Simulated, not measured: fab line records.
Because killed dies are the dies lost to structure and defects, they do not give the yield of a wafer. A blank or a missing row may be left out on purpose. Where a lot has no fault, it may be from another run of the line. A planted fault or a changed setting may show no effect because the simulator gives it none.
fab line records || flow gf180mcu || part 2 of 2: steps 29 to 40 of 40
record {"lots": 5, "wafers": 15, "last-day": 34}
route steps=602 shown VT_IMPLANT@121 MVSD@136 NWELL@137 LVPWELL@138 MVPSD@139 DUAL_GATE@141 POLY_GATE@157
lots that met no fault: from a run of the same line without faults
start-h: hours from the record's opening day to when the first of the lot's shown wafers began || wait-h: hours from the lot's prior step to this one || " same as the row above || L1.1+2: a row that stands for several wafers || - either no value or no given start || * or withheld: withheld || < > ~ a bound
route shown NAME@n: a module of which the file shows steps, and the number in the route of the first || usual: average and standard deviation across the fault-free wafers || same: alike in all rows || chamber/n: place in a boat || sites: per-site readings || _std_site: the standard deviation of these || _edge_site: the outer-site mean with the inner-site mean subtracted || radius-mm: for every site, how far away it sits from the centre of the wafer || mask NAME#n: copy n || behind: tool/chamber where the wafer was last shaped || hold: the reason the lot was held/the length of the hold in hours/how it ended || device: whichever transistor did not switch (one of n, p or np) || end of line: the same wafers' tests at the end of the route || a step with no rows: only its recipe || killed: at the first sort, the dies lost to defects and structure; wafer yield is something else || map: the dies of a wafer, with x for killed, . for not killed, _ for no die there
set.NAME: the setting that was run; set.NAME@STEP: the one run at that earlier step || model.NAME: the simulator's own value behind a step, which no gauge read
lots seen at some steps along the route; tables by step, rows by wafer
services: the hour from which a tool's chamber was out of use, counted from the record's first day as start-h (under 0 if before that day), plus the number of hours and why
## steps
# step GF_DUAL_GATE_EXPOSE_08
# recipe {"mask-id": "Dualgate", "target-cd-nm": 700, "na": 0.6, "source-shape": "conventional", "sigma-outer": 0.6, "dose-mj": 140}
# usual {"exposure-dose-mJ-cm2": "139.97/0.13", "focus-offset-nm": "0.0/0.52"}
# same {"na": 0.6, "sigma-outer": 0.6}
{"lot.wafer": "L077.4", "tool": "iline-stepper-01", "chamber": 0, "start-h": "-", "wait-h": "-", "mask": "Dualgate#0", "exposure-dose-mJ-cm2": 139.84, "focus-offset-nm": 0.1}
{"lot.wafer": "L077.5", "tool": "iline-stepper-01", "chamber": 0, "start-h": "-", "wait-h": "-", "mask": "Dualgate#0", "exposure-dose-mJ-cm2": 140.01, "focus-offset-nm": -0.3}
{"lot.wafer": "L077.6", "tool": "iline-stepper-01", "chamber": 0, "start-h": "-", "wait-h": "-", "mask": "Dualgate#0", "exposure-dose-mJ-cm2": 140.00, "focus-offset-nm": 0.1}
{"lot.wafer": "L079.4", "tool": "iline-stepper-02", "chamber": 0, "start-h": "-", "wait-h": "-", "mask": "Dualgate#0", "exposure-dose-mJ-cm2": 139.86, "focus-offset-nm": -0.3}
{"lot.wafer": "L079.5", "tool": "iline-stepper-02", "chamber": 0, "start-h": "-", "wait-h": "-", "mask": "Dualgate#0", "exposure-dose-mJ-cm2": 139.91, "focus-offset-nm": 0.2}
{"lot.wafer": "L079.6", "tool": "iline-stepper-02", "chamber": 0, "start-h": "-", "wait-h": "-", "mask": "Dualgate#0", "exposure-dose-mJ-cm2": 140.01, "focus-offset-nm": 0.1}
{"lot.wafer": "L092.1", "tool": "iline-stepper-02", "chamber": 0, "start-h": "-", "wait-h": "-", "mask": "Dualgate#0", "exposure-dose-mJ-cm2": 140.15, "focus-offset-nm": -0.2}
{"lot.wafer": "L092.3", "tool": "iline-stepper-02", "chamber": 0, "start-h": "-", "wait-h": "-", "mask": "Dualgate#0", "exposure-dose-mJ-cm2": 140.08, "focus-offset-nm": 1.0}
{"lot.wafer": "L092.5", "tool": "iline-stepper-02", "chamber": 0, "start-h": "-", "wait-h": "-", "mask": "Dualgate#0", "exposure-dose-mJ-cm2": 139.89, "focus-offset-nm": 0.1}
{"lot.wafer": "L096.1", "tool": "iline-stepper-01", "chamber": 0, "start-h": "-", "wait-h": "-", "mask": "Dualgate#0", "exposure-dose-mJ-cm2": 139.83, "focus-offset-nm": -0.3}
{"lot.wafer": "L096.2", "tool": "iline-stepper-01", "chamber": 0, "start-h": "-", "wait-h": "-", "mask": "Dualgate#0", "exposure-dose-mJ-cm2": 139.98, "focus-offset-nm": 0.1}
{"lot.wafer": "L096.6", "tool": "iline-stepper-01", "chamber": 0, "start-h": "-", "wait-h": "-", "mask": "Dualgate#0", "exposure-dose-mJ-cm2": 139.92, "focus-offset-nm": -0.3}
{"lot.wafer": "L097.1", "tool": "iline-stepper-02", "chamber": 0, "start-h": "-", "wait-h": "-", "mask": "Dualgate#0", "exposure-dose-mJ-cm2": 139.83, "focus-offset-nm": -0.3}
{"lot.wafer": "L097.3", "tool": "iline-stepper-02", "chamber": 0, "start-h": "-", "wait-h": "-", "mask": "Dualgate#0", "exposure-dose-mJ-cm2": 140.13, "focus-offset-nm": 0.4}
{"lot.wafer": "L097.6", "tool": "iline-stepper-02", "chamber": 0, "start-h": "-", "wait-h": "-", "mask": "Dualgate#0", "exposure-dose-mJ-cm2": 139.94, "focus-offset-nm": -0.1}
# step GF_DUAL_GATE_PEB_09
# recipe {"temp-c": "withheld", "time-s": "*", "resist": "NOVOLAK"}
{"lot.wafer": "L077.4+5+6", "tool": "litho-track-01", "chamber": 0, "start-h": "-", "wait-h": "-"}
{"lot.wafer": "L079.4+5+6", "tool": "litho-track-01", "chamber": 0, "start-h": "-", "wait-h": "-"}
{"lot.wafer": "L092.1+3+5", "tool": "litho-track-04", "chamber": 0, "start-h": "-", "wait-h": "-"}
{"lot.wafer": "L096.1+2+6", "tool": "litho-track-04", "chamber": 0, "start-h": "-", "wait-h": "-"}
{"lot.wafer": "L097.1+3+6", "tool": "litho-track-01", "chamber": 0, "start-h": "-", "wait-h": "-"}
# step GF_DUAL_GATE_DEVELOP_10
# recipe {"develop-time-s": 60, "dev-temp-c": 23}
{"lot.wafer": "L077.4+5+6", "tool": "litho-track-01", "chamber": 0, "start-h": 191.42, "wait-h": 0.1}
{"lot.wafer": "L079.4+5+6", "tool": "litho-track-01", "chamber": 0, "start-h": 215.61, "wait-h": 0.1}
{"lot.wafer": "L092.1+3+5", "tool": "litho-track-04", "chamber": 0, "start-h": 299.52, "wait-h": 0.1}
{"lot.wafer": "L096.1+2+6", "tool": "litho-track-04", "chamber": 0, "start-h": 325.62, "wait-h": 0.1}
{"lot.wafer": "L097.1+3+6", "tool": "litho-track-01", "chamber": 0, "start-h": 331.99, "wait-h": 0.1}
# step GF_DUAL_GATE_OVL_MEAS_11
# usual {"DUAL_GATE_OVL": "0.1/1.3"}
{"lot.wafer": "L077.4", "tool": "overlay-01", "chamber": "-", "start-h": 191.51, "wait-h": 0.1, "DUAL_GATE_OVL[nm]": -1.6}
{"lot.wafer": "L077.5", "tool": "overlay-01", "chamber": "-", "start-h": 191.51, "wait-h": 0.1, "DUAL_GATE_OVL[nm]": 0.2}
{"lot.wafer": "L077.6", "tool": "overlay-01", "chamber": "-", "start-h": 191.51, "wait-h": 0.1, "DUAL_GATE_OVL[nm]": 0.3}
{"lot.wafer": "L079.4", "tool": "overlay-01", "chamber": "-", "start-h": 215.71, "wait-h": 0.1, "DUAL_GATE_OVL[nm]": 0.8}
{"lot.wafer": "L079.5", "tool": "overlay-01", "chamber": "-", "start-h": 215.71, "wait-h": 0.1, "DUAL_GATE_OVL[nm]": 0.8}
{"lot.wafer": "L079.6", "tool": "overlay-01", "chamber": "-", "start-h": 215.71, "wait-h": 0.1, "DUAL_GATE_OVL[nm]": 1.7}
{"lot.wafer": "L092.1", "tool": "overlay-02", "chamber": "-", "start-h": 299.67, "wait-h": 0.1, "DUAL_GATE_OVL[nm]": -0.5}
{"lot.wafer": "L092.3", "tool": "overlay-02", "chamber": "-", "start-h": 299.67, "wait-h": 0.1, "DUAL_GATE_OVL[nm]": 0.3}
{"lot.wafer": "L092.5", "tool": "overlay-02", "chamber": "-", "start-h": 299.67, "wait-h": 0.1, "DUAL_GATE_OVL[nm]": 1.8}
{"lot.wafer": "L096.1", "tool": "overlay-02", "chamber": "-", "start-h": 325.77, "wait-h": 0.1, "DUAL_GATE_OVL[nm]": 2.2}
{"lot.wafer": "L096.2", "tool": "overlay-02", "chamber": "-", "start-h": 325.77, "wait-h": 0.1, "DUAL_GATE_OVL[nm]": 2.6}
{"lot.wafer": "L096.6", "tool": "overlay-02", "chamber": "-", "start-h": 325.77, "wait-h": 0.1, "DUAL_GATE_OVL[nm]": 1.9}
{"lot.wafer": "L097.1", "tool": "overlay-02", "chamber": "-", "start-h": 332.14, "wait-h": 0.1, "DUAL_GATE_OVL[nm]": 0.9}
{"lot.wafer": "L097.3", "tool": "overlay-02", "chamber": "-", "start-h": 332.14, "wait-h": 0.1, "DUAL_GATE_OVL[nm]": 0.2}
{"lot.wafer": "L097.6", "tool": "overlay-02", "chamber": "-", "start-h": 332.14, "wait-h": 0.1, "DUAL_GATE_OVL[nm]": -0.1}
# step GF_DUAL_GATE_WET_ETCH_12
# recipe {"chemistry": "dHF", "target-depth-nm": 13, "dry": "n2-spin", "target": "SiO2", "temp-c": 25, "dilution": "100:1", "time-s": 260}
{"lot.wafer": "L077.4+5+6", "tool": "wet-bench-04", "chamber": 2, "start-h": 191.53, "wait-h": 0.0}
{"lot.wafer": "L079.4+5+6", "tool": "wet-bench-04", "chamber": 0, "start-h": 215.73, "wait-h": 0.0}
{"lot.wafer": "L092.1+3+5", "tool": "wet-bench-01", "chamber": 1, "start-h": 299.71, "wait-h": 0.0}
{"lot.wafer": "L096.1+2+6", "tool": "wet-bench-03", "chamber": 1, "start-h": 325.81, "wait-h": 0.0}
{"lot.wafer": "L097.1+3+6", "tool": "wet-bench-01", "chamber": 3, "start-h": 332.17, "wait-h": 0.0}
# step GF_DUAL_GATE_STRIP_13
# recipe {"chemistry": "O2/N2", "power-w": 1400, "pressure-mtorr": 1500, "platen-temp-c": 250, "o2-flow-sccm": 3000, "n2-flow-sccm": 300, "overash-fraction": 0.5}
# usual {"drypump-motor-current-A": "5.7/0.44", "heater-power-w": "294/39", "oes-product-au": "0.716/0.0045", "platen-temp-c": "250.02/0.17", "strip-time-to-endpoint-s": "12.636/0.028"}
{"lot.wafer": "L077.4", "tool": "plasma-asher-04", "chamber": 0, "start-h": 191.72, "wait-h": 0.0, "drypump-motor-current-A": 6.0, "heater-power-w": 315, "oes-product-au": 0.715, "platen-temp-c": 249.92, "rf-hours-counter-h": "-", "strip-time-to-endpoint-s": 12.614}
{"lot.wafer": "L077.5", "tool": "plasma-asher-04", "chamber": 1, "start-h": 191.72, "wait-h": 0.0, "drypump-motor-current-A": 5.4, "heater-power-w": 356, "oes-product-au": 0.713, "platen-temp-c": 249.79, "rf-hours-counter-h": "-", "strip-time-to-endpoint-s": 12.605}
{"lot.wafer": "L077.6", "tool": "plasma-asher-04", "chamber": 0, "start-h": 191.72, "wait-h": 0.0, "drypump-motor-current-A": 6.0, "heater-power-w": 315, "oes-product-au": 0.716, "platen-temp-c": 250.20, "rf-hours-counter-h": "-", "strip-time-to-endpoint-s": 12.609}
{"lot.wafer": "L079.4", "tool": "plasma-asher-04", "chamber": 1, "start-h": 215.84, "wait-h": 0.0, "drypump-motor-current-A": 5.4, "heater-power-w": 358, "oes-product-au": 0.712, "platen-temp-c": 250.03, "rf-hours-counter-h": "-", "strip-time-to-endpoint-s": 12.641}
{"lot.wafer": "L079.5", "tool": "plasma-asher-04", "chamber": 0, "start-h": 215.84, "wait-h": 0.0, "drypump-motor-current-A": 6.0, "heater-power-w": 321, "oes-product-au": 0.719, "platen-temp-c": 250.20, "rf-hours-counter-h": "-", "strip-time-to-endpoint-s": 12.601}
{"lot.wafer": "L079.6", "tool": "plasma-asher-04", "chamber": 1, "start-h": 215.84, "wait-h": 0.0, "drypump-motor-current-A": 5.4, "heater-power-w": 351, "oes-product-au": 0.714, "platen-temp-c": 250.07, "rf-hours-counter-h": "-", "strip-time-to-endpoint-s": 12.675}
{"lot.wafer": "L092.1", "tool": "plasma-asher-03", "chamber": 0, "start-h": 299.79, "wait-h": 0.0, "drypump-motor-current-A": 5.3, "heater-power-w": 276, "oes-product-au": 0.723, "platen-temp-c": 250.08, "rf-hours-counter-h": 19, "strip-time-to-endpoint-s": 12.626}
{"lot.wafer": "L092.3", "tool": "plasma-asher-03", "chamber": 0, "start-h": 299.79, "wait-h": 0.0, "drypump-motor-current-A": 5.3, "heater-power-w": 277, "oes-product-au": 0.711, "platen-temp-c": 250.11, "rf-hours-counter-h": "-", "strip-time-to-endpoint-s": 12.618}
{"lot.wafer": "L092.5", "tool": "plasma-asher-03", "chamber": 1, "start-h": 299.79, "wait-h": 0.0, "drypump-motor-current-A": 6.4, "heater-power-w": 238, "oes-product-au": 0.720, "platen-temp-c": 250.01, "rf-hours-counter-h": "-", "strip-time-to-endpoint-s": 12.662}
{"lot.wafer": "L096.1", "tool": "plasma-asher-03", "chamber": 0, "start-h": 325.89, "wait-h": 0.0, "drypump-motor-current-A": 5.3, "heater-power-w": 276, "oes-product-au": 0.715, "platen-temp-c": 250.06, "rf-hours-counter-h": 21, "strip-time-to-endpoint-s": 12.656}
{"lot.wafer": "L096.2", "tool": "plasma-asher-03", "chamber": 1, "start-h": 325.89, "wait-h": 0.0, "drypump-motor-current-A": 6.4, "heater-power-w": 240, "oes-product-au": 0.725, "platen-temp-c": 249.92, "rf-hours-counter-h": 21, "strip-time-to-endpoint-s": 12.663}
{"lot.wafer": "L096.6", "tool": "plasma-asher-03", "chamber": 0, "start-h": 325.89, "wait-h": 0.0, "drypump-motor-current-A": 5.3, "heater-power-w": 276, "oes-product-au": 0.719, "platen-temp-c": 250.00, "rf-hours-counter-h": "-", "strip-time-to-endpoint-s": 12.641}
{"lot.wafer": "L097.1", "tool": "plasma-asher-01", "chamber": 1, "start-h": 332.25, "wait-h": 0.0, "drypump-motor-current-A": 5.5, "heater-power-w": 336, "oes-product-au": 0.720, "platen-temp-c": 250.29, "rf-hours-counter-h": 66, "strip-time-to-endpoint-s": 12.651}
{"lot.wafer": "L097.3", "tool": "plasma-asher-01", "chamber": 1, "start-h": 332.25, "wait-h": 0.0, "drypump-motor-current-A": 5.6, "heater-power-w": 334, "oes-product-au": 0.715, "platen-temp-c": 249.99, "rf-hours-counter-h": "-", "strip-time-to-endpoint-s": 12.646}
{"lot.wafer": "L097.6", "tool": "plasma-asher-01", "chamber": 0, "start-h": 332.25, "wait-h": 0.0, "drypump-motor-current-A": 5.5, "heater-power-w": 302, "oes-product-au": 0.724, "platen-temp-c": 250.01, "rf-hours-counter-h": "-", "strip-time-to-endpoint-s": 12.650}
# step GF_DUAL_GATE_CLEAN_14
# recipe {"chemistry": "SC1/SC2", "mix": "1:4:20", "temp-c": 70, "time-s": 150, "dry": "n2-spin"}
{"lot.wafer": "L077.4+5+6", "tool": "wet-bench-04", "chamber": 2, "start-h": 191.87, "wait-h": 0.1}
{"lot.wafer": "L079.4+5+6", "tool": "wet-bench-01", "chamber": 3, "start-h": 215.91, "wait-h": 0.0}
{"lot.wafer": "L092.1+3+5", "tool": "wet-bench-01", "chamber": 1, "start-h": 299.89, "wait-h": 0.1}
{"lot.wafer": "L096.1+2+6", "tool": "wet-bench-03", "chamber": 3, "start-h": 325.99, "wait-h": 0.1}
{"lot.wafer": "L097.1+3+6", "tool": "wet-bench-03", "chamber": 2, "start-h": 332.35, "wait-h": 0.1}
# step GF_DUAL_GATE_OXIDATION_15
# recipe {"temp-c": 850, "ambient": "O2", "stabilise-s": 600, "purge-s": 300, "target-thk-a": 70.98, "ox-time-s": 1995}
# usual {"ox-temp-c": "849.9/0.36", "ox-temp-c-max": "853.4/0.61"}
{"lot.wafer": "L077.4", "tool": "furnace-02", "chamber": 0, "start-h": 191.97, "wait-h": 0.0, "ox-temp-c": 850.0, "ox-temp-c-max": 854.1}
{"lot.wafer": "L077.5", "tool": "furnace-02", "chamber": 0, "start-h": 191.97, "wait-h": 0.0, "ox-temp-c": 849.6, "ox-temp-c-max": 853.0}
{"lot.wafer": "L077.6", "tool": "furnace-02", "chamber": 0, "start-h": 191.97, "wait-h": 0.0, "ox-temp-c": 849.6, "ox-temp-c-max": 853.3}
{"lot.wafer": "L079.4", "tool": "furnace-01", "chamber": 0, "start-h": 216.51, "wait-h": 0.6, "ox-temp-c": 850.5, "ox-temp-c-max": 854.1}
{"lot.wafer": "L079.5", "tool": "furnace-01", "chamber": 0, "start-h": 216.51, "wait-h": 0.6, "ox-temp-c": 849.9, "ox-temp-c-max": 853.1}
{"lot.wafer": "L079.6", "tool": "furnace-01", "chamber": 0, "start-h": 216.51, "wait-h": 0.6, "ox-temp-c": 849.3, "ox-temp-c-max": 852.6}
{"lot.wafer": "L092.1", "tool": "furnace-01", "chamber": 0, "start-h": 300.62, "wait-h": 0.7, "ox-temp-c": 849.6, "ox-temp-c-max": 852.8}
{"lot.wafer": "L092.3", "tool": "furnace-01", "chamber": 0, "start-h": 300.62, "wait-h": 0.7, "ox-temp-c": 849.9, "ox-temp-c-max": 853.7}
{"lot.wafer": "L092.5", "tool": "furnace-01", "chamber": 0, "start-h": 300.62, "wait-h": 0.7, "ox-temp-c": 849.8, "ox-temp-c-max": 853.7}
{"lot.wafer": "L096.1", "tool": "furnace-01", "chamber": 0, "start-h": 326.04, "wait-h": 0.0, "ox-temp-c": 849.2, "ox-temp-c-max": 852.3}
{"lot.wafer": "L096.2", "tool": "furnace-01", "chamber": 0, "start-h": 326.04, "wait-h": 0.0, "ox-temp-c": 849.7, "ox-temp-c-max": 854.1}
{"lot.wafer": "L096.6", "tool": "furnace-01", "chamber": 0, "start-h": 326.04, "wait-h": 0.0, "ox-temp-c": 849.6, "ox-temp-c-max": 853.3}
{"lot.wafer": "L097.1", "tool": "furnace-02", "chamber": 0, "start-h": 332.73, "wait-h": 0.3, "ox-temp-c": 850.3, "ox-temp-c-max": 854.5}
{"lot.wafer": "L097.3", "tool": "furnace-02", "chamber": 0, "start-h": 332.73, "wait-h": 0.3, "ox-temp-c": 850.3, "ox-temp-c-max": 853.4}
{"lot.wafer": "L097.6", "tool": "furnace-02", "chamber": 0, "start-h": 332.73, "wait-h": 0.3, "ox-temp-c": 850.2, "ox-temp-c-max": 853.7}
# step GF_POLY_GATE_CVD_00
# recipe {"material": "poly-Si", "target-thk-nm": 200, "temp-c": 620, "time-s": 1200, "pressure-mtorr": 200}
{"lot.wafer": "L077.4+5+6", "tool": "lpcvd-01", "chamber": 1, "start-h": 193.93, "wait-h": 0.4}
{"lot.wafer": "L079.4+5+6", "tool": "lpcvd-01", "chamber": 0, "start-h": 218.97, "wait-h": 0.9}
{"lot.wafer": "L092.1+3+5", "tool": "lpcvd-02", "chamber": 0, "start-h": 302.17, "wait-h": 0.0}
{"lot.wafer": "L096.1+2+6", "tool": "lpcvd-01", "chamber": 1, "start-h": 327.59, "wait-h": 0.0}
{"lot.wafer": "L097.1+3+6", "tool": "lpcvd-01", "chamber": 1, "start-h": 334.28, "wait-h": 0.0}
# step GF_POLY_GATE_THK_MEAS_01
# recipe {"reads": "poly-Si_of_POLY_GATE_CVD_00"}
# usual {"POLY_GATE_CVD_00_THK": "200.3/1.8"}
{"lot.wafer": "L077.4", "tool": "film-metro-03", "chamber": "-", "start-h": 195.32, "wait-h": 0.1, "POLY_GATE_CVD_00_THK[nm]": 200.6}
{"lot.wafer": "L077.5", "tool": "film-metro-03", "chamber": "-", "start-h": 195.32, "wait-h": 0.1, "POLY_GATE_CVD_00_THK[nm]": 199.6}
{"lot.wafer": "L077.6", "tool": "film-metro-03", "chamber": "-", "start-h": 195.32, "wait-h": 0.1, "POLY_GATE_CVD_00_THK[nm]": 200.7}
{"lot.wafer": "L079.4", "tool": "film-metro-03", "chamber": "-", "start-h": 220.34, "wait-h": 0.0, "POLY_GATE_CVD_00_THK[nm]": 197.3}
{"lot.wafer": "L079.5", "tool": "film-metro-03", "chamber": "-", "start-h": 220.34, "wait-h": 0.0, "POLY_GATE_CVD_00_THK[nm]": 196.4}
{"lot.wafer": "L079.6", "tool": "film-metro-03", "chamber": "-", "start-h": 220.34, "wait-h": 0.0, "POLY_GATE_CVD_00_THK[nm]": 197.3}
{"lot.wafer": "L092.1", "tool": "film-metro-04", "chamber": "-", "start-h": 303.51, "wait-h": 0.0, "POLY_GATE_CVD_00_THK[nm]": 201.0}
{"lot.wafer": "L092.3", "tool": "film-metro-04", "chamber": "-", "start-h": 303.51, "wait-h": 0.0, "POLY_GATE_CVD_00_THK[nm]": 202.1}
{"lot.wafer": "L092.5", "tool": "film-metro-04", "chamber": "-", "start-h": 303.51, "wait-h": 0.0, "POLY_GATE_CVD_00_THK[nm]": 199.7}
{"lot.wafer": "L096.1", "tool": "film-metro-03", "chamber": "-", "start-h": 328.92, "wait-h": 0.0, "POLY_GATE_CVD_00_THK[nm]": 202.1}
{"lot.wafer": "L096.2", "tool": "film-metro-03", "chamber": "-", "start-h": 328.92, "wait-h": 0.0, "POLY_GATE_CVD_00_THK[nm]": 200.0}
{"lot.wafer": "L096.6", "tool": "film-metro-03", "chamber": "-", "start-h": 328.92, "wait-h": 0.0, "POLY_GATE_CVD_00_THK[nm]": 199.9}
{"lot.wafer": "L097.1", "tool": "film-metro-01", "chamber": "-", "start-h": 335.62, "wait-h": 0.0, "POLY_GATE_CVD_00_THK[nm]": 198.5}
{"lot.wafer": "L097.3", "tool": "film-metro-01", "chamber": "-", "start-h": 335.62, "wait-h": 0.0, "POLY_GATE_CVD_00_THK[nm]": 199.6}
{"lot.wafer": "L097.6", "tool": "film-metro-01", "chamber": "-", "start-h": 335.62, "wait-h": 0.0, "POLY_GATE_CVD_00_THK[nm]": 197.6}
# step GF_POLY_GATE_DEHYDRATE_02
# recipe {"temp-c": 200, "time-s": 60}
{"lot.wafer": "L077.4+5+6", "tool": "litho-track-01", "chamber": 0, "start-h": 203.71, "wait-h": 8.4}
{"lot.wafer": "L079.4+5+6", "tool": "litho-track-04", "chamber": 0, "start-h": 228.60, "wait-h": 8.2}
{"lot.wafer": "L092.1+3+5", "tool": "litho-track-03", "chamber": 0, "start-h": 313.11, "wait-h": 9.6}
{"lot.wafer": "L096.1+2+6", "tool": "litho-track-01", "chamber": 0, "start-h": 339.09, "wait-h": 10.2}
{"lot.wafer": "L097.1+3+6", "tool": "litho-track-03", "chamber": 0, "start-h": 345.56, "wait-h": 9.9}
# step GF_POLY_GATE_HMDS_03
# recipe {"prime-time-s": 60, "prime-temp-c": 120}
# usual {"prime-temp-c": "120.02/0.12"}
{"lot.wafer": "L077.4", "tool": "litho-track-01", "chamber": 0, "start-h": 203.86, "wait-h": 0.1, "prime-temp-c": 119.89}
{"lot.wafer": "L077.5", "tool": "litho-track-01", "chamber": 0, "start-h": 203.86, "wait-h": 0.1, "prime-temp-c": 119.98}
{"lot.wafer": "L077.6", "tool": "litho-track-01", "chamber": 0, "start-h": 203.86, "wait-h": 0.1, "prime-temp-c": 119.87}
{"lot.wafer": "L079.4", "tool": "litho-track-04", "chamber": 0, "start-h": 228.75, "wait-h": 0.1, "prime-temp-c": 119.96}
{"lot.wafer": "L079.5", "tool": "litho-track-04", "chamber": 0, "start-h": 228.75, "wait-h": 0.1, "prime-temp-c": 120.13}
{"lot.wafer": "L079.6", "tool": "litho-track-04", "chamber": 0, "start-h": 228.75, "wait-h": 0.1, "prime-temp-c": 120.18}
{"lot.wafer": "L092.1", "tool": "litho-track-03", "chamber": 0, "start-h": 313.26, "wait-h": 0.1, "prime-temp-c": 120.15}
{"lot.wafer": "L092.3", "tool": "litho-track-03", "chamber": 0, "start-h": 313.26, "wait-h": 0.1, "prime-temp-c": 119.86}
{"lot.wafer": "L092.5", "tool": "litho-track-03", "chamber": 0, "start-h": 313.26, "wait-h": 0.1, "prime-temp-c": 119.78}
{"lot.wafer": "L096.1", "tool": "litho-track-01", "chamber": 0, "start-h": 339.24, "wait-h": 0.1, "prime-temp-c": 120.03}
{"lot.wafer": "L096.2", "tool": "litho-track-01", "chamber": 0, "start-h": 339.24, "wait-h": 0.1, "prime-temp-c": 120.10}
{"lot.wafer": "L096.6", "tool": "litho-track-01", "chamber": 0, "start-h": 339.24, "wait-h": 0.1, "prime-temp-c": 119.93}
{"lot.wafer": "L097.1", "tool": "litho-track-03", "chamber": 0, "start-h": 345.71, "wait-h": 0.1, "prime-temp-c": 120.14}
{"lot.wafer": "L097.3", "tool": "litho-track-03", "chamber": 0, "start-h": 345.71, "wait-h": 0.1, "prime-temp-c": 119.97}
{"lot.wafer": "L097.6", "tool": "litho-track-03", "chamber": 0, "start-h": 345.71, "wait-h": 0.1, "prime-temp-c": 119.88}
## services
{"tool": "implanter-02", "chamber": "-", "start-h": 135.26, "hours": 5.4, "kind": "pm"}
{"tool": "lpcvd-01", "chamber": "-", "start-h": 151.60, "hours": 6.0, "kind": "pm"}
{"tool": "lpcvd-01", "chamber": "-", "start-h": 160.59, "hours": 2.8, "kind": "pm"}
{"tool": "lpcvd-01", "chamber": "-", "start-h": 179.33, "hours": 1.4, "kind": "repair"}
{"tool": "lpcvd-01", "chamber": "-", "start-h": 181.98, "hours": 1.0, "kind": "repair"}
{"tool": "plasma-asher-04", "chamber": "-", "start-h": 184.02, "hours": 1.5, "kind": "repair"}
{"tool": "lpcvd-02", "chamber": "-", "start-h": 192.65, "hours": 6.1, "kind": "pm"}
{"tool": "plasma-asher-04", "chamber": "-", "start-h": 232.86, "hours": 2.8, "kind": "pm"}
{"tool": "iline-stepper-01", "chamber": "-", "start-h": 234.31, "hours": 1.7, "kind": "pm"}
{"tool": "implanter-03", "chamber": "-", "start-h": 238.20, "hours": 3.4, "kind": "pm"}
{"tool": "plasma-asher-04", "chamber": "-", "start-h": 240.68, "hours": 0.8, "kind": "repair"}
{"tool": "furnace-02", "chamber": "-", "start-h": 245.00, "hours": 1.4, "kind": "pm"}
{"tool": "furnace-01", "chamber": "-", "start-h": 246.55, "hours": 3.5, "kind": "pm"}
{"tool": "iline-stepper-02", "chamber": "-", "start-h": 249.78, "hours": 1.7, "kind": "pm"}
{"tool": "furnace-01", "chamber": "-", "start-h": 252.25, "hours": 7.9, "kind": "repair"}
{"tool": "iline-stepper-01", "chamber": "-", "start-h": 260.98, "hours": 4.3, "kind": "pm"}
{"tool": "furnace-02", "chamber": "-", "start-h": 261.04, "hours": 3.8, "kind": "pm"}
{"tool": "plasma-asher-01", "chamber": "-", "start-h": 268.23, "hours": 9.3, "kind": "repair"}
{"tool": "implanter-02", "chamber": "-", "start-h": 290.17, "hours": 5.8, "kind": "repair"}
{"tool": "iline-stepper-01", "chamber": "-", "start-h": 305.20, "hours": 7.3, "kind": "repair"}
{"tool": "implanter-02", "chamber": "-", "start-h": 317.04, "hours": 1.1, "kind": "repair"}
{"tool": "plasma-asher-04", "chamber": "-", "start-h": 320.74, "hours": 14.8, "kind": "repair"}
{"tool": "furnace-02", "chamber": "-", "start-h": 326.63, "hours": 3.6, "kind": "pm"}
{"tool": "plasma-asher-02", "chamber": "-", "start-h": 340.77, "hours": 2.8, "kind": "pm"}
